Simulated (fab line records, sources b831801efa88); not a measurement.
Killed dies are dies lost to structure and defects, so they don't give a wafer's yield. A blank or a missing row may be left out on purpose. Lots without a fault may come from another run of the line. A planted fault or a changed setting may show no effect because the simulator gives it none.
Problem report in the 8D (eight disciplines) form, filled by code | flow sfq_line | the parts of the form that need people (team, actions taken, sign-off) are left out

1. THE PROBLEM
M0_NB_RS at SFQ_M0_RS_MEAS_904 reads a mean of 1.022 ohm/sq on 3 wafers of 2 lots; wafers without a fault read 0.884 ohm/sq with a standard deviation of 0.011. That is +13 standard deviations from the usual mean.
The step: measures by four-point-probe.
First seen on wafer L263.4, day 11 01:53, on film_metro-03. The record holds 42 wafers of 14 lots with a number at this step. Rule for "out", or "out of limits": more than 4 standard deviations from the usual mean. The other wafers with a number count as sound.

2. WHAT IT IS AND WHAT IT IS NOT
question                    | is                     | is not
which readings at this step | M0_NB_RS               | -
which lots                  | L263, L265             | L252, L253, L254, L255, L256, L257, L258, L268, L270, L273, L274, L275
which wafers of those lots  | L263.4, L265.3, L265.4 | L263.1, L263.5, L265.1
read on which gauges        | film_metro-03          | film_metro-02, film_metro-04
when                        | from day 11 01:53      | up to then (23 sound wafers); but 16 sound wafers of L265, L268, L270, L273, L274, L275 came after

3. SUSPECTS, AND WHAT RULES EACH OUT
Counting: a tool at a process step up to the reading stays a suspect if it ran every lot that is out. Sound lots after the first of them don't rule it out here, since some wafers of a struck lot are sound.
- the gauge at SFQ_M0_RS_MEAS_904: ruled out. All the wafers that are out were read on film_metro-03, but those of them that SFQ_TRILAYER_M0_ETCH_METAL_ETCH_024 has rows for are out there too, on other tools.
- pvd_sputter-03 at SFQ_TRILAYER_M0_DEP_SPUTTER_019 (material Nb, target thk 200 nm, time 133.3 s): kept. It ran every lot that is out, first L263 (day 11 01:48); its last sound lot up to then is L257 (day 9 05:27).
Left after counting: pvd_sputter-03 at SFQ_TRILAYER_M0_DEP_SPUTTER_019.

4. THE CAUSE (what the simulator had put in)
Process parameter drift: pvd_sputter-03, from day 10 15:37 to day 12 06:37, at SFQ_TRILAYER_M0_DEP_SPUTTER_019. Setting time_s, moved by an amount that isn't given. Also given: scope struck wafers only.
Counting left only this tool.

5. THE CHAIN OF EFFECTS, in route order
Each row: a reading whose mean over the struck wafers that have a number lies more than 3 standard deviations from the usual. Only readings for which the record gives a usual standard deviation are gone through. hours: the time from each lot's start at the first step in this table that gives one to its start at this step, as a median over the lots. sigmas: the change in usual standard deviations.
hours | step                                | reading        | usual        | on struck wafers | change | sigmas
0     | SFQ_M0_RS_MEAS_904                  | M0_NB_RS       | 0.884 ohm/sq | 1.022            | +0.138 | +13
53    | SFQ_TRILAYER_M0_ETCH_METAL_ETCH_024 | oes_product_au | 0.898 a.u.   | 0.828            | -0.070 | -9.0
The process steps in it:
- SFQ_TRILAYER_M0_ETCH_METAL_ETCH_024: etches Nb in Cl2/Ar, stops on SiO2, target depth 240 nm, time 120 s.

6. WHAT WOULD HAVE CAUGHT IT SOONER
In this record the first reading out of limits at a measuring or inspecting step was taken at day 11 01:53, 10 hours after the fault began at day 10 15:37.
Of the tool readings at SFQ_TRILAYER_M0_DEP_SPUTTER_019 for which the record gives a usual standard deviation, none was out on any struck wafer, so an alarm limit of 4 standard deviations on them would not have fired.
Of the lots that are out (2), L265 began SFQ_TRILAYER_M0_DEP_SPUTTER_019 on pvd_sputter-03 after day 11 01:53. A hold on the tool at that time would have spared it.
